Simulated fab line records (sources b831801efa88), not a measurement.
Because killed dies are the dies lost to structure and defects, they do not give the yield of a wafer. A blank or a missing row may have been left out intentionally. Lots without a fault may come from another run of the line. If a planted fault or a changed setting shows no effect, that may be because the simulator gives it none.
fab line records + flow sky130
record:
- lots: 13
- wafers: 39
- last-day: 50
route steps=708 shown POLY_GATE@228 LDD_HVN@271 LDD_LDN@296
lots that met no fault: from a run of the same line without faults
start-h: hours from the record's first day to the start of the lot's first wafer shown + wait-h: hours elapsed since this lot's preceding step + " same as the row above + L1.1+2: a row that stands for several wafers + - no value, or no start was given + * or withheld: withheld + < > ~ a bound
route shown NAME@n: a module of which the file shows steps, and the number in the route of the first + usual: average and standard deviation across the fault-free wafers + same: alike in all rows + chamber/n: place in a boat + sites: each site's reading + _std_site: the standard deviation of these + _edge_site: inner sites' mean taken away from outer sites' mean + radius-mm: how far each site lies from the wafer's centre + mask NAME#n: copy n + behind: the last tool/chamber to shape the wafer + hold: what put the lot on hold/how long, in hours/how the hold closed + device: transistor that didn't switch, given as n, p or np + end of line: the tests these same wafers got at the end of their route + for a step that has no rows: nothing shown but its recipe + killed: the dies lost at the first sort to structure and to defects; this is not the yield of the wafer + map: per-die view of a wafer (x killed, . not killed, _ where there is no die)
set.NAME: the setting as run; set.NAME@STEP: as run at that earlier step + model.NAME: the simulator's own value behind a step, which no gauge read
steps of the route over a sample of lots; a table a step, a row a wafer
services: the hour from which a tool's chamber was out of use, counted from the record's first day as start-h (under 0 if before that day), plus the number of hours and why
== steps ==
step: SKY_POLY_GATE_OVL_MEAS_14
usual:
- POLY_GATE_OVL: -2/5.3
| lot.wafer | tool       | chamber | start-h | wait-h | POLY_GATE_OVL[nm] |
|-----------|------------|---------|---------|--------|-------------------|
| L298.1    | overlay-02 | -       | 374.56  | 0.1    | 2                 |
| L298.3    | "          | -       | "       | "      | -3                |
| L298.6    | "          | -       | "       | "      | 1                 |
| L299.4    | overlay-01 | -       | 385.63  | 0.1    | 2                 |
| L299.5    | "          | -       | "       | "      | 14                |
| L299.6    | "          | -       | "       | "      | 8                 |
| L300.1    | overlay-01 | -       | 407.19  | 0.1    | 4                 |
| L300.2    | "          | -       | "       | "      | -8                |
| L300.3    | "          | -       | "       | "      | 4                 |
| L301.1    | overlay-02 | -       | 407.23  | 0.1    | -7                |
| L301.2    | "          | -       | "       | "      | -3                |
| L301.5    | "          | -       | "       | "      | -6                |
| L308.1    | overlay-02 | -       | 471.09  | 0.1    | -10               |
| L308.4    | "          | -       | "       | "      | -5                |
| L308.5    | "          | -       | "       | "      | -7                |
| L310.1    | overlay-01 | -       | 486.49  | 0.1    | -1                |
| L310.3    | "          | -       | "       | "      | 1                 |
| L310.4    | "          | -       | "       | "      | 7                 |
| L313.2    | overlay-02 | -       | 509.59  | 0.1    | 0                 |
| L313.3    | "          | -       | "       | "      | 10                |
| L313.4    | "          | -       | "       | "      | -3                |
| L315.2    | overlay-01 | -       | 530.69  | 0.1    | 2                 |
| L315.3    | "          | -       | "       | "      | 2                 |
| L315.6    | "          | -       | "       | "      | 0                 |
| L317.2    | overlay-02 | -       | 541.11  | 0.1    | -7                |
| L317.3    | "          | -       | "       | "      | 4                 |
| L317.5    | "          | -       | "       | "      | 8                 |
| L318.1    | overlay-01 | -       | 548.36  | 0.1    | -11               |
| L318.2    | "          | -       | "       | "      | -1                |
| L318.4    | "          | -       | "       | "      | 8                 |
| L316.1    | overlay-01 | -       | 550.74  | 0.1    | 2                 |
| L316.3    | "          | -       | "       | "      | 3                 |
| L316.5    | "          | -       | "       | "      | 4                 |
| L319.1    | overlay-01 | -       | 557.54  | 0.1    | -9                |
| L319.2    | "          | -       | "       | "      | 1                 |
| L319.4    | "          | -       | "       | "      | 2                 |
| L320.1    | overlay-02 | -       | 566.48  | 0.1    | -8                |
| L320.4    | "          | -       | "       | "      | -7                |
| L320.5    | "          | -       | "       | "      | -4                |
step: SKY_POLY_GATE_ETCH_16
recipe:
- stop-on: poly-Si
- chemistry: CH3F/O2
- target: Si3N4
- source-w: 400
- bias-w: 80
- pressure-mtorr: 25
- ch3f-flow-sccm: 40
- O2_flow_sccm: 30
- time-s: 147.5
- target-depth-a: 750
usual:
- O2_flow_sccm: 30.00/0.091
- drypump-motor-current-A: 5.6/0.66
- oes-product-au: 0.640/0.0049
- throttle-valve-pct: 10.536/0.0082
| lot.wafer | tool        | chamber | start-h | wait-h | O2_flow_sccm | drypump-motor-current-A | oes-product-au | rf-hours-counter-h | throttle-valve-pct |
|-----------|-------------|---------|---------|--------|--------------|-------------------------|----------------|--------------------|--------------------|
| L298.1    | rie-diel-04 | 3       | 374.68  | 0.0    | 29.98        | 5.9                     | 0.630          | 2                  | 10.530             |
| L298.3    | "           | 0       | "       | "      | 29.94        | 5.5                     | 0.635          | 33                 | 10.539             |
| L298.6    | "           | 1       | "       | "      | 30.03        | 5.1                     | 0.640          | -                  | 10.540             |
| L299.4    | rie-diel-04 | 1       | 385.73  | 0.0    | 29.99        | 5.1                     | 0.643          | 5                  | 10.545             |
| L299.5    | "           | 3       | "       | "      | 30.02        | 5.9                     | 0.641          | -                  | 10.546             |
| L299.6    | "           | 2       | "       | "      | 30.06        | 6.5                     | 0.646          | -                  | 10.537             |
| L300.1    | rie-diel-02 | 3       | 407.31  | 0.0    | 30.06        | 4.8                     | 0.646          | 9                  | 10.531             |
| L300.2    | "           | 1       | "       | "      | 30.01        | 4.8                     | 0.637          | 61                 | 10.532             |
| L300.3    | "           | 2       | "       | "      | 29.83        | 6.6                     | 0.639          | 36                 | 10.529             |
| L301.1    | rie-diel-04 | 0       | 407.35  | 0.0    | 29.94        | 5.5                     | 0.637          | 34                 | 10.539             |
| L301.2    | "           | 1       | "       | "      | 29.94        | 5.1                     | 0.639          | 5                  | 10.543             |
| L301.5    | "           | 1       | "       | "      | 30.04        | 5.1                     | 0.637          | -                  | 10.536             |
| L308.1    | rie-diel-01 | 1       | 471.21  | 0.0    | 30.07        | 5.1                     | 0.643          | 48                 | 10.541             |
| L308.4    | "           | 0       | "       | "      | 30.15        | 6.1                     | 0.646          | 73                 | 10.536             |
| L308.5    | "           | 2       | "       | "      | 29.95        | 6.7                     | 0.638          | -                  | 10.540             |
| L310.1    | rie-diel-01 | 0       | 486.61  | 0.0    | 30.03        | 6.1                     | 0.643          | 74                 | 10.538             |
| L310.3    | "           | 3       | "       | "      | 29.95        | 5.0                     | 0.646          | 21                 | 10.535             |
| L310.4    | "           | 1       | "       | "      | 30.06        | 5.1                     | 0.643          | 48                 | 10.537             |
| L313.2    | rie-diel-04 | 2       | 509.71  | 0.0    | 30.05        | 6.4                     | 0.630          | 7                  | 10.535             |
| L313.3    | "           | 0       | "       | "      | 29.95        | 5.5                     | 0.639          | 36                 | 10.549             |
| L313.4    | "           | 3       | "       | "      | 30.04        | 5.8                     | 0.639          | 5                  | 10.522             |
| L315.2    | rie-diel-04 | 2       | 530.81  | 0.0    | 30.03        | 6.4                     | 0.641          | 8                  | 10.534             |
| L315.3    | "           | 1       | "       | "      | 29.89        | 5.1                     | 0.645          | 7                  | 10.536             |
| L315.6    | "           | 3       | "       | "      | 29.98        | 5.8                     | 0.646          | -                  | 10.535             |
| L317.2    | rie-diel-02 | 2       | 541.23  | 0.0    | 30.04        | 6.6                     | 0.640          | 39                 | 10.535             |
| L317.3    | "           | 3       | "       | "      | 29.82        | 4.8                     | 0.637          | 12                 | 10.530             |
| L317.5    | "           | 2       | "       | "      | 30.07        | 6.6                     | 0.638          | -                  | 10.545             |
| L318.1    | rie-diel-04 | 3       | 548.48  | 0.0    | 29.92        | 5.9                     | 0.633          | 6                  | 10.524             |
| L318.2    | "           | 2       | "       | "      | 30.15        | 6.5                     | 0.640          | 8                  | 10.530             |
| L318.4    | "           | 0       | "       | "      | 30.05        | 5.5                     | 0.644          | 36                 | 10.526             |
| L316.1    | rie-diel-02 | 1       | 550.86  | 0.0    | 29.97        | 4.8                     | 0.640          | 65                 | 10.553             |
| L316.3    | "           | 0       | "       | "      | 29.97        | 5.2                     | 0.643          | 14                 | 10.543             |
| L316.5    | "           | 3       | "       | "      | 30.01        | 4.8                     | 0.645          | -                  | 10.545             |
| L319.1    | rie-diel-01 | 1       | 557.66  | 0.0    | 29.98        | 5.0                     | 0.651          | 49                 | 10.538             |
| L319.2    | "           | 0       | "       | "      | 29.98        | 6.1                     | 0.645          | 75                 | 10.540             |
| L319.4    | "           | 2       | "       | "      | 30.10        | 6.7                     | 0.644          | 41                 | 10.547             |
| L320.1    | rie-diel-01 | 0       | 566.60  | 0.0    | 29.98        | 6.1                     | 0.632          | 75                 | 10.532             |
| L320.4    | "           | 1       | "       | "      | 30.26        | 5.1                     | 0.645          | 49                 | 10.533             |
| L320.5    | "           | 3       | "       | "      | 29.82        | 5.1                     | 0.644          | -                  | 10.530             |
step: SKY_LDD_HVN_EXPOSE_04
recipe:
- mask-id: HVNTM
- na: 0.6
- source-shape: conventional
- sigma-outer: 0.6
- polarization: unpolarized
- target-cd-nm: 700
- dose-mj: 127
usual:
- exposure-dose-mJ-cm2: 127.03/0.11
| lot.wafer | tool             | chamber | start-h | wait-h | mask    | exposure-dose-mJ-cm2 |
|-----------|------------------|---------|---------|--------|---------|----------------------|
| L298.1    | iline-stepper-01 | 0       | 453.06  | -      | HVNTM#0 | 127.05               |
| L298.3    | "                | 0       | "       | "      | HVNTM#0 | 127.03               |
| L298.6    | "                | 0       | "       | "      | HVNTM#0 | 127.17               |
| L299.4    | iline-stepper-01 | 0       | 468.67  | -      | HVNTM#0 | 127.08               |
| L299.5    | "                | 0       | "       | "      | HVNTM#0 | 127.03               |
| L299.6    | "                | 0       | "       | "      | HVNTM#0 | 126.96               |
| L300.1    | iline-stepper-01 | 0       | 489.31  | -      | HVNTM#0 | 127.02               |
| L300.2    | "                | 0       | "       | "      | HVNTM#0 | 126.77               |
| L300.3    | "                | 0       | "       | "      | HVNTM#0 | 127.14               |
| L301.1    | iline-stepper-02 | 0       | 489.55  | -      | HVNTM#0 | 127.02               |
| L301.2    | "                | 0       | "       | "      | HVNTM#0 | 127.20               |
| L301.5    | "                | 0       | "       | "      | HVNTM#0 | 126.97               |
| L308.1    | iline-stepper-01 | 0       | 551.24  | -      | HVNTM#0 | 127.14               |
| L308.4    | "                | 0       | "       | "      | HVNTM#0 | 127.07               |
| L308.5    | "                | 0       | "       | "      | HVNTM#0 | 127.04               |
| L310.1    | iline-stepper-01 | 0       | 565.76  | -      | PSDM#0  | 126.91               |
| L310.3    | "                | 0       | "       | "      | PSDM#0  | 127.03               |
| L310.4    | "                | 0       | "       | "      | PSDM#0  | 127.11               |
| L313.2    | iline-stepper-01 | 0       | 587.40  | -      | HVNTM#0 | 127.02               |
| L313.3    | "                | 0       | "       | "      | HVNTM#0 | 127.04               |
| L313.4    | "                | 0       | "       | "      | HVNTM#0 | 126.99               |
| L315.2    | iline-stepper-01 | 0       | 608.36  | -      | HVNTM#0 | 127.21               |
| L315.3    | "                | 0       | "       | "      | HVNTM#0 | 127.14               |
| L315.6    | "                | 0       | "       | "      | HVNTM#0 | 127.05               |
| L317.2    | iline-stepper-02 | 0       | 618.96  | -      | HVNTM#0 | 127.04               |
| L317.3    | "                | 0       | "       | "      | HVNTM#0 | 127.15               |
| L317.5    | "                | 0       | "       | "      | HVNTM#0 | 127.12               |
| L318.1    | iline-stepper-02 | 0       | 625.11  | -      | HVNTM#0 | 126.96               |
| L318.2    | "                | 0       | "       | "      | HVNTM#0 | 127.00               |
| L318.4    | "                | 0       | "       | "      | HVNTM#0 | 126.83               |
| L316.1    | iline-stepper-02 | 0       | 626.01  | -      | HVNTM#0 | 127.11               |
| L316.3    | "                | 0       | "       | "      | HVNTM#0 | 127.23               |
| L316.5    | "                | 0       | "       | "      | HVNTM#0 | 127.00               |
| L319.1    | iline-stepper-02 | 0       | 633.56  | -      | HVNTM#0 | 126.97               |
| L319.2    | "                | 0       | "       | "      | HVNTM#0 | 126.91               |
| L319.4    | "                | 0       | "       | "      | HVNTM#0 | 126.92               |
| L320.1    | iline-stepper-01 | 0       | 642.48  | -      | HVNTM#0 | 127.00               |
| L320.4    | "                | 0       | "       | "      | HVNTM#0 | 127.29               |
| L320.5    | "                | 0       | "       | "      | HVNTM#0 | 126.89               |
step: SKY_LDD_HVN_OVL_MEAS_07
usual:
- LDD_HVN_OVL: 1.2/1.3
| lot.wafer | tool       | chamber | start-h | wait-h | LDD_HVN_OVL[nm] |
|-----------|------------|---------|---------|--------|-----------------|
| L298.1    | overlay-02 | -       | 469.04  | 0.1    | 2.3             |
| L298.3    | "          | -       | "       | "      | 2.9             |
| L298.6    | "          | -       | "       | "      | 1.5             |
| L299.4    | overlay-01 | -       | 483.61  | 0.1    | 1.2             |
| L299.5    | "          | -       | "       | "      | 2.6             |
| L299.6    | "          | -       | "       | "      | 0.9             |
| L300.1    | overlay-01 | -       | 504.04  | 0.1    | -0.8            |
| L300.2    | "          | -       | "       | "      | -1.4            |
| L300.3    | "          | -       | "       | "      | -0.7            |
| L301.1    | overlay-02 | -       | 504.11  | 0.1    | 1.2             |
| L301.2    | "          | -       | "       | "      | -1.0            |
| L301.5    | "          | -       | "       | "      | 1.3             |
| L308.1    | overlay-02 | -       | 565.71  | 0.1    | 0.3             |
| L308.4    | "          | -       | "       | "      | 1.5             |
| L308.5    | "          | -       | "       | "      | 2.5             |
| L310.1    | overlay-01 | -       | 580.21  | 0.1    | -               |
| L310.3    | "          | -       | "       | "      | -               |
| L310.4    | "          | -       | "       | "      | -               |
| L313.2    | overlay-02 | -       | 601.84  | 0.1    | 0.4             |
| L313.3    | "          | -       | "       | "      | 0.7             |
| L313.4    | "          | -       | "       | "      | 3.1             |
| L315.2    | overlay-02 | -       | 622.67  | 0.1    | 0.8             |
| L315.3    | "          | -       | "       | "      | 1.6             |
| L315.6    | "          | -       | "       | "      | 3.6             |
| L317.2    | overlay-02 | -       | 632.97  | 0.1    | 0.5             |
| L317.3    | "          | -       | "       | "      | -1.9            |
| L317.5    | "          | -       | "       | "      | -1.9            |
| L318.1    | overlay-01 | -       | 639.26  | 0.1    | 1.8             |
| L318.2    | "          | -       | "       | "      | -0.4            |
| L318.4    | "          | -       | "       | "      | 1.1             |
| L316.1    | overlay-01 | -       | 639.56  | 0.1    | 1.6             |
| L316.3    | "          | -       | "       | "      | 2.3             |
| L316.5    | "          | -       | "       | "      | 1.1             |
| L319.1    | overlay-01 | -       | 647.99  | 0.1    | 2.0             |
| L319.2    | "          | -       | "       | "      | 0.0             |
| L319.4    | "          | -       | "       | "      | 1.4             |
| L320.1    | overlay-01 | -       | 656.66  | 0.1    | 2.2             |
| L320.4    | "          | -       | "       | "      | 2.4             |
| L320.5    | "          | -       | "       | "      | 1.8             |
step: SKY_LDD_HVN_TW_MEAS_10
usual:
- LDD_HVN_TW: 1436/9.4
| lot.wafer | tool          | chamber | start-h | wait-h | LDD_HVN_TW |
|-----------|---------------|---------|---------|--------|------------|
| L298.1    | film-metro-04 | -       | 469.32  | 0.1    | 1448       |
| L298.3    | "             | -       | "       | "      | 1454       |
| L298.6    | "             | -       | "       | "      | 1442       |
| L299.4    | film-metro-01 | -       | 483.90  | 0.1    | 1425       |
| L299.5    | "             | -       | "       | "      | 1423       |
| L299.6    | "             | -       | "       | "      | 1414       |
| L300.1    | film-metro-03 | -       | 504.32  | 0.1    | 1436       |
| L300.2    | "             | -       | "       | "      | 1429       |
| L300.3    | "             | -       | "       | "      | 1436       |
| L301.1    | film-metro-03 | -       | 504.47  | 0.1    | 1435       |
| L301.2    | "             | -       | "       | "      | 1444       |
| L301.5    | "             | -       | "       | "      | 1432       |
| L308.1    | film-metro-01 | -       | 566.00  | 0.1    | 1424       |
| L308.4    | "             | -       | "       | "      | 1416       |
| L308.5    | "             | -       | "       | "      | 1420       |
| L310.1    | film-metro-04 | -       | 580.50  | 0.1    | 30         |
| L310.3    | "             | -       | "       | "      | 30         |
| L310.4    | "             | -       | "       | "      | 30         |
| L313.2    | film-metro-01 | -       | 602.13  | 0.1    | 1432       |
| L313.3    | "             | -       | "       | "      | 1434       |
| L313.4    | "             | -       | "       | "      | 1432       |
| L315.2    | film-metro-04 | -       | 623.08  | 0.1    | 1434       |
| L315.3    | "             | -       | "       | "      | 1440       |
| L315.6    | "             | -       | "       | "      | 1450       |
| L317.2    | film-metro-01 | -       | 633.26  | 0.1    | 1433       |
| L317.3    | "             | -       | "       | "      | 1425       |
| L317.5    | "             | -       | "       | "      | 1430       |
| L318.1    | film-metro-01 | -       | 639.55  | 0.1    | 1437       |
| L318.2    | "             | -       | "       | "      | 1428       |
| L318.4    | "             | -       | "       | "      | 1421       |
| L316.1    | film-metro-03 | -       | 639.85  | 0.1    | 1438       |
| L316.3    | "             | -       | "       | "      | 1431       |
| L316.5    | "             | -       | "       | "      | 1443       |
| L319.1    | film-metro-01 | -       | 648.27  | 0.1    | 1441       |
| L319.2    | "             | -       | "       | "      | 1435       |
| L319.4    | "             | -       | "       | "      | 1441       |
| L320.1    | film-metro-01 | -       | 656.95  | 0.1    | 1440       |
| L320.4    | "             | -       | "       | "      | 1448       |
| L320.5    | "             | -       | "       | "      | 1430       |
step: SKY_LDD_LDN_OVL_MEAS_07
usual:
- LDD_LDN_OVL: 0.3/1.5
| lot.wafer | tool       | chamber | start-h | wait-h | LDD_LDN_OVL[nm] |
|-----------|------------|---------|---------|--------|-----------------|
| L298.1    | overlay-02 | -       | 530.06  | 0.1    | -1.3            |
| L298.3    | "          | -       | "       | "      | -0.5            |
| L298.6    | "          | -       | "       | "      | -1.5            |
| L299.4    | overlay-02 | -       | 544.88  | 0.1    | -1.8            |
| L299.5    | "          | -       | "       | "      | 0.3             |
| L299.6    | "          | -       | "       | "      | 0.3             |
| L300.1    | overlay-02 | -       | 564.62  | 0.1    | 1.6             |
| L300.2    | "          | -       | "       | "      | 0.8             |
| L300.3    | "          | -       | "       | "      | 1.7             |
| L301.1    | overlay-01 | -       | 565.16  | 0.1    | -0.9            |
| L301.2    | "          | -       | "       | "      | 1.0             |
| L301.5    | "          | -       | "       | "      | -0.2            |
| L308.1    | overlay-01 | -       | 624.72  | 0.1    | 3.1             |
| L308.4    | "          | -       | "       | "      | 2.6             |
| L308.5    | "          | -       | "       | "      | 1.3             |
| L310.1    | overlay-02 | -       | 638.77  | 0.1    | 0.4             |
| L310.3    | "          | -       | "       | "      | 0.7             |
| L310.4    | "          | -       | "       | "      | -1.7            |
| L313.2    | overlay-01 | -       | 658.37  | 0.1    | -2.5            |
| L313.3    | "          | -       | "       | "      | -0.5            |
| L313.4    | "          | -       | "       | "      | -1.5            |
| L315.2    | overlay-01 | -       | 679.67  | 0.1    | -0.6            |
| L315.3    | "          | -       | "       | "      | -0.3            |
| L315.6    | "          | -       | "       | "      | -1.7            |
| L317.2    | overlay-01 | -       | 688.02  | 0.1    | 0.2             |
| L317.3    | "          | -       | "       | "      | 0.3             |
| L317.5    | "          | -       | "       | "      | 0.9             |
| L318.1    | overlay-02 | -       | 695.71  | 0.1    | -0.3            |
| L318.2    | "          | -       | "       | "      | -1.0            |
| L318.4    | "          | -       | "       | "      | -0.7            |
| L316.1    | overlay-02 | -       | 696.11  | 0.1    | -0.3            |
| L316.3    | "          | -       | "       | "      | 0.0             |
| L316.5    | "          | -       | "       | "      | -3.1            |
| L319.1    | overlay-02 | -       | 703.51  | 0.1    | 0.6             |
| L319.2    | "          | -       | "       | "      | -0.2            |
| L319.4    | "          | -       | "       | "      | 1.5             |
| L320.1    | overlay-02 | -       | 712.86  | 0.1    | 0.1             |
| L320.4    | "          | -       | "       | "      | 1.8             |
| L320.5    | "          | -       | "       | "      | -0.5            |
== services ==
| tool             | chamber | start-h | hours | kind   |
|------------------|---------|---------|-------|--------|
| rie-diel-01      | 0       | 355.70  | 2.0   | repair |
| iline-stepper-01 | -       | 358.15  | 1.7   | pm     |
| rie-diel-02      | 2       | 360.13  | 16.5  | repair |
| rie-diel-02      | 1       | 366.26  | 3.0   | repair |
| rie-diel-01      | -       | 372.57  | 0.4   | repair |
| rie-diel-01      | 3       | 378.47  | 7.0   | repair |
| iline-stepper-02 | -       | 387.39  | 1.7   | pm     |
| iline-stepper-01 | -       | 405.26  | 2.1   | pm     |
| iline-stepper-02 | -       | 430.56  | 3.3   | repair |
| rie-diel-01      | 1       | 451.14  | 2.8   | repair |
| iline-stepper-02 | -       | 472.13  | 2.1   | pm     |
| iline-stepper-02 | -       | 474.80  | 8.0   | repair |
| rie-diel-01      | 1       | 492.47  | 13.1  | repair |
| rie-diel-04      | 0       | 529.89  | 15.6  | repair |
| iline-stepper-01 | -       | 567.79  | 0.7   | repair |
| rie-diel-01      | -       | 570.56  | 2.8   | pm     |
| iline-stepper-01 | -       | 576.33  | 1.7   | pm     |
| rie-diel-01      | 0       | 577.01  | 88.8  | repair |
| rie-diel-01      | 3       | 580.17  | 5.2   | repair |
| rie-diel-04      | 2       | 596.16  | 9.6   | repair |
| rie-diel-01      | 2       | 600.40  | 110.0 | repair |
| iline-stepper-02 | -       | 605.57  | 1.7   | pm     |
| rie-diel-01      | -       | 617.08  | 2.7   | repair |
| rie-diel-04      | -       | 627.88  | 2.8   | pm     |
== key ==
first-sign:
- step: SKY_LDD_HVN_EXPOSE_04
- reading: mask
- direction: changed
effect:
- step: SKY_LDD_HVN_OVL_MEAS_07
- reading: LDD_HVN_OVL
- direction: missing
effect:
- step: SKY_LDD_HVN_TW_MEAS_10
- reading: LDD_HVN_TW
- direction: down
- sigmas: 99+
- usual: 1436
- struck: 30
met-at SKY_LDD_HVN_EXPOSE_04
struck-lots L310
rows-end L310.1,L310.3,L310.4
not-acting-at SKY_POLY_GATE_OVL_MEAS_14,SKY_POLY_GATE_ETCH_16,SKY_LDD_LDN_OVL_MEAS_07
onset-between 551.24 565.76
fault:
- kind: wrong-mask
- tool: any
- chamber: -
- onset-h: 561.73
- steps: SKY_LDD_HVN_EXPOSE_04
- aux-copy: PSDM#0
- scope: struck-lots-only
rows-end: these wafers met a further fault down the route, and their rows from its step on are left out
